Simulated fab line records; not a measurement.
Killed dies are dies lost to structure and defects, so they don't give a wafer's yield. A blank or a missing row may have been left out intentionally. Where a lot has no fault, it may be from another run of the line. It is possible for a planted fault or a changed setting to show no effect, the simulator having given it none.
2 desks, one fault || flow sky130 || what lay behind the numbers comes last; until then each desk has only its own

== FROM THE METROLOGY DESK ==
Means of the sampled wafers that have a number, per lot and without regard to the tool the lot ran on: this is what the gauges read. Any lot whose mean is over 4 standard deviations away from the usual mean is out of limits and marked OUT; that distance is given in the brackets.
Columns: A = VT_ADJUST_HVTR_OVL at SKY_VT_ADJUST_HVTR_OVL_MEAS_08, usual -0.3 nm; B = POLY_GATE_TW at SKY_RES_PROTECT_TW_MEAS_08, usual 4007; C = SD_N_TW at SKY_SD_N_TW_MEAS_12, usual 3983
{"lot": "L315", "first seen here": "day 9 20:49", "A": -1.8, "B": 4018, "C": 3946}
{"lot": "L316", "first seen here": "day 9 22:50", "A": 0.3, "B": 3994, "C": 4011}
{"lot": "L317", "first seen here": "day 10 13:58", "A": -1.0, "B": 3971, "C": 3958}
{"lot": "L318", "first seen here": "day 10 17:00", "A": 1.3, "B": 4038, "C": 4013}
{"lot": "L319", "first seen here": "day 10 19:09", "A": -1.4, "B": 3946, "C": 4018}
{"lot": "L320", "first seen here": "day 11 15:28", "A": 0.6, "B": 4032, "C": 4023}
{"lot": "L322", "first seen here": "day 11 18:45", "A": 0.5, "B": 4042, "C": 4023}
{"lot": "L329", "first seen here": "day 13 22:42", "A": 0.4, "B": 4059, "C": 4025}
{"lot": "L330", "first seen here": "day 14 15:13", "A": -0.6, "B": 4003, "C": 4044}
{"lot": "L332", "first seen here": "day 15 01:36", "A": 0.7, "B": 3992, "C": 3962}
{"lot": "L333", "first seen here": "day 15 20:48", "A": 0.1, "B": 4000, "C": 3956}
{"lot": "L335", "first seen here": "day 15 23:47", "A": -1.9, "B": 3939, "C": 3954}
{"lot": "L337", "first seen here": "day 17 00:24", "A": 0.2, "B": 3978, "C": 4013}
This desk's verdict: no lot among the 13 shows anything out of limits.

== DESK OF THE TOOL OWNER: litho_track-02 ==
The tool's own readings at SKY_VT_ADJUST_HVTR_COAT_02 (resist thk 1140 nm): means of the sampled wafers that have a number, for each lot that ran on this tool. Any lot whose mean is over 4 standard deviations away from the usual mean is out of limits and marked OUT; that distance is given in the brackets.
Columns: A = spin_speed_rpm at SKY_VT_ADJUST_HVTR_COAT_02, usual 2999.9 rpm
{"lot": "L316", "first seen here": "day 9 15:47", "A": 2999.3}
{"lot": "L330", "first seen here": "day 14 02:01", "A": "3138.6 (+73) OUT"}
{"lot": "L332", "first seen here": "day 14 11:02", "A": "3140.5 (+74) OUT"}
Finding of this desk: L330, L332 out of limits; the first was L330 at day 14 02:01, on spin_speed_rpm at SKY_VT_ADJUST_HVTR_COAT_02. Within limits: L316.

== TAKEN TOGETHER ==
On L330, L332, at day 14 02:01, an alarm was possible from the tool owner's desk.
From the metrology desk's view, nothing was out of limits.
The metrology desk holds a record of L330, L332, inside its limits.
The lots listed all ran SKY_VT_ADJUST_HVTR_COAT_02 on litho_track-02.

== WHAT THE SIMULATOR HAD INSERTED ==
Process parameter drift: litho_track-02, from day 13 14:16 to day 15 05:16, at SKY_VT_ADJUST_HVTR_COAT_02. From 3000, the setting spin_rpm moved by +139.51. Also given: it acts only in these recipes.
Lots struck among those shown: L330, L332.
Delay in hours, fault start to first out-of-limits reading, by desk: the tool owner's desk at 12.
